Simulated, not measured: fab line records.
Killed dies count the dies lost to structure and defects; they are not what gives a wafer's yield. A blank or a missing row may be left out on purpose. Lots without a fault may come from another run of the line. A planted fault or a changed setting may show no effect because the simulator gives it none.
Which tool was responsible? | flow gf180mcu | 24 lots with 72 wafers sampled at 5 steps, on a route of 602 steps

## WHAT THE GAUGES SHOWED, per wafer
GF_M4_OVL_MEAS_15.
lot  | measured     | on         | M4_OVL (nm)
L074 | day 23 23:37 | overlay-02 | -3 9 2
L075 | day 24 11:01 | overlay-02 | 5 -6 6
L076 | day 24 15:40 | overlay-02 | 7 12 1
L077 | day 24 18:51 | overlay-01 | 0 8 8
L079 | day 25 00:49 | overlay-02 | 14 1 4
L078 | day 25 05:00 | overlay-02 | 11 10 14
L080 | day 25 15:16 | overlay-02 | -1 2 9
L081 | day 25 23:29 | overlay-02 | 3 -7 12
L082 | day 26 05:05 | overlay-01 | 0 -4 -1
L083 | day 26 08:10 | overlay-01 | 1 -12 -13
L084 | day 26 23:58 | overlay-02 | 7 -3 4
L085 | day 27 07:49 | overlay-01 | -1 2 6
L086 | day 27 15:57 | overlay-02 | -2 -2 0
L087 | day 27 20:05 | overlay-01 | 7 9 -7
L088 | day 27 23:17 | overlay-02 | 4 3 -6
L089 | day 28 14:28 | overlay-02 | 4 -4 -1
L090 | day 28 15:19 | overlay-02 | -6 -1 5
L091 | day 28 23:49 | overlay-02 | 1 -3 -5
L092 | day 29 00:40 | overlay-02 | 1 1 12
L093 | day 29 14:33 | overlay-02 | 2 4 8
L094 | day 29 17:49 | overlay-01 | 4 5 13
L095 | day 30 06:24 | overlay-02 | 4 -10 -12
L096 | day 30 08:04 | overlay-01 | -9 7 -2
L097 | day 30 12:28 | overlay-01 | 7 12 9

GF_V5_OVL_MEAS_15.
lot  | measured     | on         | V5_OVL (nm)
L074 | day 27 16:40 | overlay-02 | 12 5 14
L075 | day 28 01:25 | overlay-01 | 9 16 8
L076 | day 28 06:42 | overlay-01 | 6 2 -1
L077 | day 28 11:54 | overlay-01 | 10 13 7
L079 | day 28 15:28 | overlay-01 | 3 -1 4
L078 | day 28 18:52 | overlay-01 | -5 -8 -4
L080 | day 29 04:37 | overlay-02 | 2 3 3
L081 | day 29 13:59 | overlay-02 | -11 -8 -11
L082 | day 29 15:31 | overlay-02 | 13 9 8
L083 | day 29 18:55 | overlay-02 | 5 11 8
L084 | day 30 10:22 | overlay-02 | 8 16 13
L085 | day 30 17:39 | overlay-02 | -4 -8 -9
L086 | day 31 01:16 | overlay-01 | 10 15 9
L087 | day 31 04:24 | overlay-02 | 15 11 8
L088 | day 31 07:55 | overlay-02 | -6 -8 1
L089 | day 31 21:22 | overlay-02 | -9 -5 -12
L090 | day 31 22:36 | overlay-01 | 6 6 6
L091 | day 32 06:25 | overlay-01 | 1 5 2
L092 | day 32 06:36 | overlay-02 | 3 8 6
L093 | day 32 17:40 | overlay-01 | -1 0 2
L094 | day 32 21:16 | overlay-02 | 7 5 7
L095 | day 33 05:58 | overlay-01 | 6 4 -5
L096 | day 33 10:33 | overlay-01 | 0 -3 -6
L097 | day 33 12:37 | overlay-01 | -5 -1 -1

## WHAT TOOL EACH LOT RAN ON (gives the tool, then ch and the chambers of the sampled wafers, and finally the start)
lot  | GF_M3_STRIP_17                      | GF_M4_METAL_ETCH_16              | GF_M4_STRIP_17
L074 | plasmaAsher-04 ch 0,1, day 21 21:58 | rieMetal-03 ch 0,1, day 23 23:39 | plasmaAsher-02 ch 1, day 23 23:46
L075 | plasmaAsher-04 ch 0,1, day 22 10:27 | rieMetal-01 ch 0,1, day 24 11:03 | plasmaAsher-04 ch 1, day 24 11:10
L076 | plasmaAsher-04 ch 0,1, day 22 14:52 | rieMetal-02 ch 0,1, day 24 15:42 | plasmaAsher-01 ch 0,1, day 24 15:49
L077 | plasmaAsher-03 ch 0,1, day 22 19:37 | rieMetal-01 ch 0,1, day 24 18:53 | plasmaAsher-02 ch 0,1, day 24 19:00
L079 | plasmaAsher-03 ch 0,1, day 23 01:33 | rieMetal-03 ch 0,1, day 25 00:50 | plasmaAsher-02 ch 0,1, day 25 00:57
L078 | plasmaAsher-02 ch 0,1, day 23 05:12 | rieMetal-03 ch 0,1, day 25 05:02 | plasmaAsher-02 ch 0, day 25 05:09
L080 | plasmaAsher-04 ch 0,1, day 23 16:29 | rieMetal-01 ch 0,1, day 25 15:19 | plasmaAsher-01 ch 0,1, day 25 15:26
L081 | plasmaAsher-02 ch 0,1, day 24 01:33 | rieMetal-01 ch 0,1, day 25 23:32 | plasmaAsher-01 ch 0,1, day 25 23:39
L082 | plasmaAsher-03 ch 0,1, day 24 07:24 | rieMetal-03 ch 0,1, day 26 05:07 | plasmaAsher-04 ch 1, day 26 05:13
L083 | plasmaAsher-02 ch 1, day 24 10:49   | rieMetal-01 ch 0,1, day 26 08:12 | plasmaAsher-01 ch 0,1, day 26 08:19
L084 | plasmaAsher-03 ch 0,1, day 25 03:22 | rieMetal-03 ch 0,1, day 26 23:59 | plasmaAsher-02 ch 0,1, day 27 00:06
L085 | plasmaAsher-02 ch 0,1, day 25 11:10 | rieMetal-02 ch 0,1, day 27 07:51 | plasmaAsher-02 ch 1, day 27 07:58
L086 | plasmaAsher-02 ch 0,1, day 25 18:45 | rieMetal-01 ch 0,1, day 27 16:01 | plasmaAsher-02 ch 0,1, day 27 16:07
L087 | plasmaAsher-04 ch 0,1, day 26 00:43 | rieMetal-01 ch 0,1, day 27 20:07 | plasmaAsher-04 ch 0,1, day 27 20:14
L088 | plasmaAsher-02 ch 0,1, day 26 05:06 | rieMetal-02 ch 0,1, day 27 23:20 | plasmaAsher-01 ch 1, day 27 23:26
L089 | plasmaAsher-02 ch 0,1, day 26 17:07 | rieMetal-01 ch 0,1, day 28 14:30 | plasmaAsher-02 ch 0,1, day 28 14:37
L090 | plasmaAsher-02 ch 0,1, day 26 20:40 | rieMetal-02 ch 0,1, day 28 15:21 | plasmaAsher-04 ch 0,1, day 28 15:28
L091 | plasmaAsher-04 ch 1, day 27 06:46   | rieMetal-01 ch 0,1, day 28 23:50 | plasmaAsher-02 ch 0,1, day 28 23:57
L092 | plasmaAsher-03 ch 0,1, day 27 07:28 | rieMetal-02 ch 0,1, day 29 00:42 | plasmaAsher-02 ch 0, day 29 00:49
L093 | plasmaAsher-03 ch 0,1, day 27 21:05 | rieMetal-03 ch 0,1, day 29 14:35 | plasmaAsher-01 ch 0,1, day 29 14:42
L094 | plasmaAsher-03 ch 0,1, day 27 23:51 | rieMetal-02 ch 0,1, day 29 17:51 | plasmaAsher-01 ch 0,1, day 29 17:58
L095 | plasmaAsher-02 ch 0,1, day 28 13:37 | rieMetal-02 ch 0,1, day 30 06:26 | plasmaAsher-04 ch 0,1, day 30 06:33
L096 | plasmaAsher-03 ch 0,1, day 28 15:16 | rieMetal-02 ch 0,1, day 30 08:05 | plasmaAsher-01 ch 0,1, day 30 08:12
L097 | plasmaAsher-04 ch 0, day 28 20:04   | rieMetal-01 ch 0, day 30 12:30   | plasmaAsher-01 ch 0,1, day 30 12:43
- GF_M3_STRIP_17: strips in O2/N2.
- GF_M4_METAL_ETCH_16: etches the open film in Cl2/BCl3, stops on SiO2, target depth 627.5 nm, time 104.6 s.
- GF_M4_STRIP_17: strips in O2/N2.

## AS READ BY THE TOOLS THEMSELVES (means over the sampled wafers that have a number; for cases with no such wafer, the mark the record gives instead)
GF_M3_STRIP_17.
lot  | tool           | drypumpMotorCurrentA (A) | heaterPowerW (W) | oesProductAu (a.u.) | stripTimeToEndpointS (s)
L074 | plasmaAsher-04 | 5.8                      | 312              | 0.555               | 7.90
L075 | plasmaAsher-04 | 5.4                      | 301              | 0.560               | 7.92
L076 | plasmaAsher-04 | 5.4                      | 300              | 0.554               | 7.82
L077 | plasmaAsher-03 | 6.2                      | 328              | 0.556               | 7.82
L079 | plasmaAsher-03 | 6.3                      | 328              | 0.553               | 7.80
L078 | plasmaAsher-02 | 5.8                      | 338              | 0.557               | 7.85
L080 | plasmaAsher-04 | 5.8                      | 317              | 0.557               | 7.87
L081 | plasmaAsher-02 | 5.8                      | 336              | 0.554               | 7.86
L082 | plasmaAsher-03 | 6.2                      | 330              | 0.559               | 7.90
L083 | plasmaAsher-02 | 5.7                      | 352              | 0.555               | 7.87
L084 | plasmaAsher-03 | 6.2                      | 331              | 0.558               | 7.87
L085 | plasmaAsher-02 | 5.8                      | 332              | 0.561               | 7.87
L086 | plasmaAsher-02 | 5.8                      | 337              | 0.551               | 7.84
L087 | plasmaAsher-04 | 5.4                      | 303              | 0.557               | 7.85
L088 | plasmaAsher-02 | 5.8                      | 335              | 0.558               | 7.88
L089 | plasmaAsher-02 | 5.9                      | 322              | 0.564               | 7.89
L090 | plasmaAsher-02 | 5.8                      | 337              | 0.562               | 7.89
L091 | plasmaAsher-04 | 5.1                      | 292              | 0.559               | 7.84
L092 | plasmaAsher-03 | 6.2                      | 327              | 0.554               | 7.84
L093 | plasmaAsher-03 | 6.2                      | 331              | 0.556               | 7.81
L094 | plasmaAsher-03 | 6.2                      | 329              | 0.556               | 7.85
L095 | plasmaAsher-02 | 5.8                      | 337              | 0.555               | 7.85
L096 | plasmaAsher-03 | 6.1                      | 334              | 0.556               | 7.85
L097 | plasmaAsher-04 | 6.1                      | 331              | 0.555               | 7.82

GF_M4_METAL_ETCH_16.
lot  | tool        | bcl3FlowSccm (sccm) | biasW (W) | drypumpMotorCurrentA (A) | oesProductAu (a.u.) | throttleValvePct (%)
L074 | rieMetal-03 | 40.00               | 140.0     | 5.4                      | 0.980               | 28.256
L075 | rieMetal-01 | 40.01               | 140.1     | 5.6                      | 0.976               | 28.254
L076 | rieMetal-02 | 39.95               | 140.0     | 5.9                      | 0.961               | 28.256
L077 | rieMetal-01 | 39.94               | 140.4     | 5.6                      | 0.968               | 28.255
L079 | rieMetal-03 | 39.91               | 140.1     | 5.1                      | 0.961               | 28.259
L078 | rieMetal-03 | 39.88               | 139.8     | 5.4                      | 0.973               | 28.246
L080 | rieMetal-01 | 39.92               | 139.7     | 5.6                      | 0.974               | 28.242
L081 | rieMetal-01 | 39.99               | 140.7     | 5.6                      | 0.979               | 28.247
L082 | rieMetal-03 | 40.07               | 140.1     | 5.4                      | 0.975               | 28.250
L083 | rieMetal-01 | 39.97               | 140.0     | 5.6                      | 0.973               | 28.242
L084 | rieMetal-03 | 39.88               | 140.0     | 5.1                      | 0.977               | 28.249
L085 | rieMetal-02 | 39.77               | 140.3     | 5.8                      | 0.966               | 28.254
L086 | rieMetal-01 | 40.08               | 140.4     | 5.6                      | 0.975               | 28.253
L087 | rieMetal-01 | 39.92               | 140.0     | 5.6                      | 0.968               | 28.260
L088 | rieMetal-02 | 39.85               | 139.3     | 5.9                      | 0.967               | 28.245
L089 | rieMetal-01 | 40.00               | 140.0     | 5.6                      | 0.978               | 28.246
L090 | rieMetal-02 | 39.93               | 140.1     | 5.9                      | 0.971               | 28.257
L091 | rieMetal-01 | 39.91               | 140.4     | 5.6                      | 0.970               | 28.241
L092 | rieMetal-02 | 40.17               | 139.8     | 5.9                      | 0.968               | 28.254
L093 | rieMetal-03 | 40.04               | 140.2     | 5.4                      | 0.976               | 28.237
L094 | rieMetal-02 | 39.91               | 140.4     | 5.9                      | 0.966               | 28.249
L095 | rieMetal-02 | 39.97               | 140.1     | 5.9                      | 0.970               | 28.255
L096 | rieMetal-02 | 40.05               | 139.8     | 5.9                      | 0.954               | 28.260
L097 | rieMetal-01 | 40.09               | 140.1     | 5.5                      | 0.967               | 28.268

GF_M4_STRIP_17.
lot  | tool           | drypumpMotorCurrentA (A) | heaterPowerW (W) | oesProductAu (a.u.) | stripTimeToEndpointS (s)
L074 | plasmaAsher-02 | 5.6                      | 345              | 0.555               | 7.87
L075 | plasmaAsher-04 | 5.1                      | 292              | 0.562               | 7.83
L076 | plasmaAsher-01 | 5.7                      | 316              | 0.559               | 7.83
L077 | plasmaAsher-02 | 5.9                      | 321              | 0.554               | 7.86
L079 | plasmaAsher-02 | 5.8                      | 334              | 0.562               | 7.92
L078 | plasmaAsher-02 | 6.0                      | 311              | 0.556               | 7.86
L080 | plasmaAsher-01 | 5.7                      | 320              | 0.564               | 7.84
L081 | plasmaAsher-01 | 5.7                      | 322              | 0.552               | 7.84
L082 | plasmaAsher-04 | 5.1                      | 293              | 0.554               | 7.88
L083 | plasmaAsher-01 | 5.5                      | 317              | 0.556               | 7.83
L084 | plasmaAsher-02 | 5.9                      | 323              | 0.556               | 7.81
L085 | plasmaAsher-02 | 5.7                      | 354              | 0.553               | 7.82
L086 | plasmaAsher-02 | 5.8                      | 333              | 0.555               | 7.90
L087 | plasmaAsher-04 | 5.4                      | 310              | 0.556               | 7.87
L088 | plasmaAsher-01 | 5.3                      | 311              | 0.554               | 7.84
L089 | plasmaAsher-02 | 5.9                      | 320              | 0.553               | 7.84
L090 | plasmaAsher-04 | 5.4                      | 306              | 0.564               | 7.88
L091 | plasmaAsher-02 | 5.8                      | 337              | 0.557               | 7.83
L092 | plasmaAsher-02 | 6.0                      | 313              | 0.557               | 7.90
L093 | plasmaAsher-01 | 5.5                      | 315              | 0.559               | 7.86
L094 | plasmaAsher-01 | 5.7                      | 313              | 0.554               | 7.82
L095 | plasmaAsher-04 | 5.4                      | 308              | 0.555               | 7.85
L096 | plasmaAsher-01 | 5.5                      | 320              | 0.555               | 7.85
L097 | plasmaAsher-01 | 5.5                      | 314              | 0.558               | 7.91

## THE ANSWER, worked out from the rows above alone
Rule: the lots themselves supply what counts as usual. The widest of any qualifying gaps counts: lots, ordered by their means at a reading, are off when they make up no more than a third of the lots, leave a main group of 4 or more, and stand apart from it by 3 or more times the standard deviation of that group's means. A main group is skipped when, at the precision printed for the reading in the tables above, its means are all equal. A lot without any number at a reading at which 4 lots or more have one is off too. Where the step has rows for the other lots, those lots are counted as sound. Order of review: gauges by route order, followed by the tools' own readings, for which a lot's mean as printed above is used. The first step at which some lot is off is used, and at that step the reading that is off furthest; a lot without a number counts as furthest.
Across all readings shown, no lot is off: no conclusion can be drawn from this.

## WHAT THE SIMULATOR PUT IN
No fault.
